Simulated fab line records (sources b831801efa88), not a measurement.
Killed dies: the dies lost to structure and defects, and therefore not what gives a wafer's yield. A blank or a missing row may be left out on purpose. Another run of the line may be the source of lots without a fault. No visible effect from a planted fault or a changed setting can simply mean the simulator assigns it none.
Chamber matching + flow sky130 + 3 sister chambers for SKY_PASSIVATION_CVD_00 on pecvd-02
The step deposits SiO2, target thk 90 nm. 3 wafers are shown with their chamber, then 10 later ones without.

== WAFERS WITH THEIR CHAMBER ==
| wafer  | chamber | heater-power-w (W) |
|--------|---------|--------------------|
| L086.3 | 1       | 701                |
| L088.2 | 2       | 526                |
| L088.3 | 0       | 600                |

== WAFERS WITH NO CHAMBER GIVEN ==
| wafer  | heater-power-w (W) |
|--------|--------------------|
| L088.5 | 531                |
| L090.1 | 594                |
| L090.2 | 567                |
| L090.5 | 567                |
| L094.4 | 621                |
| L094.5 | 507                |
| L094.6 | 537                |
| L095.1 | 599                |
| L095.4 | 618                |
| L095.6 | 528                |

== WHICH CHAMBER EACH WENT THROUGH ==
| wafer  | from the rows above     | in truth                   |
|--------|-------------------------|----------------------------|
| L088.5 | 2                       | 2                          |
| L090.1 | 0                       | 0                          |
| L090.2 | can't be placed: 0 or 2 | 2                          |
| L090.5 | can't be placed: 0 or 2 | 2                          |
| L094.4 | 0                       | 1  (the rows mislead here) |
| L094.5 | 2                       | 2                          |
| L094.6 | 2                       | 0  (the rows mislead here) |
| L095.1 | 0                       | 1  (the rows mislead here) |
| L095.4 | 0                       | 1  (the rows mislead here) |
| L095.6 | 2                       | 2                          |
4 of 10 placed correctly. Not placeable from these rows: 2 (in 2, the candidates include the true chamber). 4 placed wrongly.
How it was worked out, from the rows above alone: a wafer's distance from a chamber is the root of the sum, over the readings, of the square of ((its reading less the chamber's mean) divided by the reading's scatter). The wafer belongs to the nearest chamber; if the next one is less than 2 further off, it can't be placed. Each chamber's mean is taken over the wafers shown for it. The scatter (one wafer shown for each chamber): square how far every hidden wafer sits from the nearest shown wafer, average those squares and take the square root.
